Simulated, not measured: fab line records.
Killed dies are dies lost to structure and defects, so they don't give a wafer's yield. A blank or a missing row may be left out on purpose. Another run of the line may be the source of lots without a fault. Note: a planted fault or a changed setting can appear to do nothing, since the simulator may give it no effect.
8D (eight disciplines) problem report, filled in by code :: flow gf180mcu :: the parts of the form that need people (team, actions taken, sign-off) are left out

## 1. THE ISSUE
Mean MVSD_TW at GF_MVSD_TW_MEAS_11: 1720 over 6 wafers in 2 lots; fault-free wafers: 1579, standard deviation 23. Measured from the usual mean, that is +6.1 standard deviations.
First observed at day 8 00:54: wafer L927.2, on filmMetro-03. At this step, 39 wafers from 13 lots have a number in the record. By rule, "out" or "out of limits" means more than 4 standard deviations away from the usual mean. Any other wafer with a number is counted as sound.

## 2. WHAT IT IS; WHAT IT IS NOT
question: which readings at this step
is: MVSD_TW
is not: -

question: which lots
is: L927, L931
is not: L912, L917, L918, L919, L921, L922, L923, L924, L928, L934, L935

question: which wafers of those lots
is: all that have a number
is not: -

question: read on which gauges
is: filmMetro-02, filmMetro-03
is not: filmMetro-04

question: when
is: from day 8 00:54
is not: up to then (24 sound wafers); but 9 sound wafers of L928, L934, L935 came after

## 3. WHAT RULES OUT EACH SUSPECT
Counting: any tool at a process step up to the reading is kept as a suspect provided that every lot that is out went through it and no sound lot did after the first of them.
- ruled out: the gauge at GF_MVSD_TW_MEAS_11. The wafers that are out were read on 2 gauges (filmMetro-02, filmMetro-03).
- implanter-01 at GF_MVSD_IMPLANT_08: kept. It ran every lot that is out, first L927 (day 8 00:31), and no sound lot after that; its last sound lot up to then is L924 (day 7 08:22). Its own beamOnS, faradayCurrentUA readings are out on those wafers.
Left after counting: implanter-01 at GF_MVSD_IMPLANT_08.

## 4. THE CAUSE (what the simulator had put in)
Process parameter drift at GF_MVSD_IMPLANT_08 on implanter-01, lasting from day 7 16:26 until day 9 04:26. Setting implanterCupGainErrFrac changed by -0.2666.
Counting left only this tool.

## 5. THE EFFECT CHAIN, in route order
Rows list readings where the struck wafers' mean (over those with a number) sits beyond 3 standard deviations from the usual. Scope: only readings with a usual standard deviation given in the record; hours: median across lots of the time from each lot's start at the first step in this table that gives one to its start at this step; sigmas: change in usual standard deviations.
hours: 0
step: GF_MVSD_IMPLANT_08
reading: beamOnS
usual: 9.99 s
on struck wafers: 13.64
change: +3.65
sigmas: +20

hours: 0
step: GF_MVSD_IMPLANT_08
reading: faradayCurrentUA
usual: 90.3
on struck wafers: 66.1
change: -24.2
sigmas: -14

hours: 0
step: GF_MVSD_TW_MEAS_11
reading: MVSD_TW
usual: 1579
on struck wafers: 1720
change: +141
sigmas: +6.1

hours: 90
step: GF_VT_IMPLANT_RS_MEAS_46
reading: MVSD_RS
usual: 457.2 ohm/sq
on struck wafers: 393.3
change: -63.9
sigmas: -53
It contains these process steps:
- GF_MVSD_IMPLANT_08
Later steps that measure or inspect, where all struck wafers having a row at the step show a number for every such reading and not one has moved that far: GF_M1_CD_MEAS_14, GF_M1_OVL_MEAS_15.

## 6. HOW IT WOULD HAVE BEEN CAUGHT EARLIER
Counted from the fault's start at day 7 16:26, it took 8 hours until the first out-of-limits reading at a measuring or inspecting step in this record, taken at day 8 00:54.
Tool's own readings at GF_MVSD_IMPLANT_08, beamOnS, faradayCurrentUA: out on all struck wafers the step has rows for; an alarm limit on them would have tripped on the first.
L931, from the lots that are out (2), started GF_MVSD_IMPLANT_08 on implanter-01 later than day 8 00:54. Holding the tool at that time would have saved it.
